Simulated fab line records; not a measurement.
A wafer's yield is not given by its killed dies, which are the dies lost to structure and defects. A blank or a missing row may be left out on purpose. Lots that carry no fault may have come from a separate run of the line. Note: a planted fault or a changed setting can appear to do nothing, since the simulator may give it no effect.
Comparing a struck lot with a sound one -- flow gf180mcu -- 14 out of 602 route steps
Sound: these wafers, L479.1, L479.4, L479.5. The struck wafers were L488.2, L488.4, L488.6. At the end, the cause is stated.
Order at every step that has rows: each side's tool, ch and its chambers, its first start. Under that, the readings that differ: sound wafers -- struck wafers -- difference of the means -- sigmas: that difference in standard deviations of wafers without a fault.
alike: readings with means less than 2 such deviations apart, plus words and numbers identical on both sides. not compared: withheld readings, readings lacking a value on some wafer, bounds such as >300 that could conceal the same value, and numbers that have no deviation in the record and whose values overlap.
A row with sigmas, a row that says differs or no value, or rows on one side alone: a step with any of these is where the two part. Non-overlapping numbers with no deviation appear without sigmas and do not part them. Lack of a reading on every wafer of one side parts them only where that side has two or more wafers.

GF_CONTACT_THK_MEAS_01:
  struck on filmMetro-02, day 18 07:15; sound on filmMetro-01, day 15 06:53
  alike: CONTACT_CVD_00_THK
GF_CONTACT_CVD_02: deposits SiO2 from TEOS, target thk 860 nm, time 95.992 s.
  sound on pecvd-01 ch 1,2, day 15 06:56; struck on pecvd-01 ch 0,1,2, day 18 07:18
  alike: heaterPowerW, susceptorTempC
GF_CONTACT_THK_MEAS_03:
  struck on filmMetro-02, day 18 07:23; sound on filmMetro-02, day 15 07:01
  alike: CONTACT_CVD_02_THK
GF_CONTACT_CMP_04: polishes SiO2.
  sound on cmp-01 ch 0,1,2, day 15 07:07; struck on cmp-02 ch 2,3, day 18 07:26
  alike: motorCurrentA, slurryFilterDpKPa, slurryFlowMlMin, timeToEndpointS
GF_CONTACT_BOW_MEAS_05:
  struck on filmMetro-02, day 18 07:45; sound on filmMetro-02, day 15 07:22
  alike: CONTACT_BOW
then, 4 steps without rows for these wafers: GF_CONTACT_DEHYDRATE_06 (time 60 s); GF_CONTACT_HMDS_07 (prime time 60 s); GF_CONTACT_COAT_08; GF_CONTACT_COAT_09 (resist thk 1000 nm).
GF_CONTACT_SOFTBAKE_10: time 62.09 s.
  sound: lithoTrack-03 ch 0; struck: lithoTrack-03 ch 0
  alike: plateSensorTCentreC, plateSensorTEdgeC
then, 2 steps without rows for these wafers: GF_CONTACT_EXPOSE_11 (exposes mask Contact, target cd 220 nm); GF_CONTACT_PEB_12 (peb time 90 s).
GF_CONTACT_DEVELOP_13: develop time 60 s.
  sound on lithoTrack-03 ch 0, day 16 04:43; struck on lithoTrack-01, day 19 08:17
  no value came back on the struck wafers for chillPlateTempC (C), developTimeS (s); on the sound wafers chillPlateTempC (C) reads 22.95 22.98 23.02
reading,sound,struck,difference,sigmas
model.KrF_of_CONTACT_COAT_09.thkNm (nm),981.9 984.8 982.6,1006 1005 1005,+22,
GF_CONTACT_CD_MEAS_14: target cd 220 nm.
  struck on cdSem-01, day 19 08:26; sound on cdSem-02, day 16 04:52
reading,sound,struck,difference,sigmas
cdNm (nm),220.4 221.2 220.8,- - -,no value on the struck wafers,

== WHERE THEY PART ==
Earliest at GF_CONTACT_DEVELOP_13; latest, in this record, at GF_CONTACT_CD_MEAS_14.

WHY: whatever the simulator had introduced
Skipped step whole: lithoTrack-01, from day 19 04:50 on, at GF_CONTACT_DEVELOP_13. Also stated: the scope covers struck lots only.
